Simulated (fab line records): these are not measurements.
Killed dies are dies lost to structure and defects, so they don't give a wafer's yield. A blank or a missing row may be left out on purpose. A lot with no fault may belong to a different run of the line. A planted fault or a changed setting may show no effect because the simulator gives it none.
A struck lot beside a sound one ; flow sky130 ; 15 out of 708 route steps
Sound: the wafers L853.2, L853.4, L853.6. Struck: wafer L859.6 (left out: L859.2, L859.4 of the same lot, which were not struck); the cause appears at the end.
Each step with rows lists, per side, the tool, then ch with its chambers, then its first start. Under that, the readings that differ: sound wafers ; struck wafers ; difference of the means ; sigmas: that difference in standard deviations of wafers without a fault.
alike: words and numbers the same on both sides, and readings whose means are apart by under 2 such deviations; not compared: readings that were withheld, readings missing a value for some wafer, numbers with overlapping values and no deviation given by the record, and bounds like >300 which may hide the same value.
A row with sigmas, a row that says differs or no value, or rows on one side alone: a step with any of these is where the two part. When numbers do not overlap yet have no deviation, they are printed without sigmas and do not part them. A reading that every wafer of one side lacks parts them only if that side has two wafers or more.

SKY_VIA1_BOW_MEAS_03:
  sound on film metro-01 at day 35 20:17; struck on film metro-01 at day 37 17:23
  alike: VIA1_BOW
then, 8 steps without rows for these wafers: SKY_VIA1_DEHYDRATE_04 (time 60 s); SKY_VIA1_HMDS_05 (prime time 60 s); SKY_VIA1_COAT_06 (resist thk 60 nm); SKY_VIA1_COAT_07 (resist thk 450 nm); SKY_VIA1_SOFTBAKE_08 (time 90 s); SKY_VIA1_EXPOSE_09 (exposes mask VIM, target cd 150 nm); SKY_VIA1_PEB_10; SKY_VIA1_DEVELOP_11 (develop time 60 s).
SKY_VIA1_CD_MEAS_12: the cd target is 150 nm.
  sound on cd sem-02 at day 36 22:35; struck on cd sem-01 at day 38 19:30
  alike: cd nm
SKY_VIA1_OVL_MEAS_13:
  sound on overlay-01 at day 36 22:42; struck on overlay-01 at day 38 19:37
  alike: VIA1_OVL
SKY_VIA1_ETCH_14: etches BARC in N2/H2, stops on SiO2, time 45.9 s, target depth 60 nm.
  sound on rie diel-04 ch 0,3, day 36 22:44; struck on rie diel-01 ch 0, day 38 19:38
  alike: bias w, chamber pressure mTorr, drypump motor current A, oes product au, throttle valve pct
  not compared: rf hours counter h
SKY_VIA1_ETCH_15: etches SiO2 in C4F8/O2/Ar, stops on TiN, target depth 351 nm, time 54 s.
  sound on rie diel-04 ch 0,3, day 36 22:46; struck on rie diel-01 ch 0, day 38 19:41
reading;sound;struck;difference;sigmas
bias w (W);1200 1204 1201;1234;+32;+9
  alike: chamber pressure mTorr, oes product au
SKY_VIA1_STRIP_16: strips in O2/N2.
  sound on plasma asher-04 ch 0,1, day 36 22:49; struck on plasma asher-02 ch 1, day 38 19:44
  alike: chamber pressure mTorr, drypump motor current A, o2 flow sccm, oes product au, strip time to endpoint s
  not compared: rf hours counter h
-- the record jumps here: 11 days lie between the struck wafers' starts before and after (it left off in module VIA1 and takes up again in module PAD_OPEN, whose first step shown is number 708 of the route) --
SKY_PAD_OPEN_PROBE_99:
  sound on prober-02 at day 48 03:34; struck on prober-02 at day 49 13:38
  alike: defect limited yield, killed_at_M0_to_M3, killed_at_M4_up, killed at contacts, killed at front end, killed at other, killed dies, killed open, killed short, sort_bin_3_pad_short, sort_bin_5_function, sort_bin_6_memory, sort n pass, sort yield pct

== WHERE THEY PART ==
SKY_VIA1_ETCH_15 only, going by this record. Later steps at which nothing parts them and some readings are alike: SKY_VIA1_STRIP_16, SKY_PAD_OPEN_PROBE_99.

WHY: the cause the simulator had injected
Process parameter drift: rie diel-01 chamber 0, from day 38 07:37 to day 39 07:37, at SKY_VIA1_ETCH_15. A move of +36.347 in setting bias w, from 1200. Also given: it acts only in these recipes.
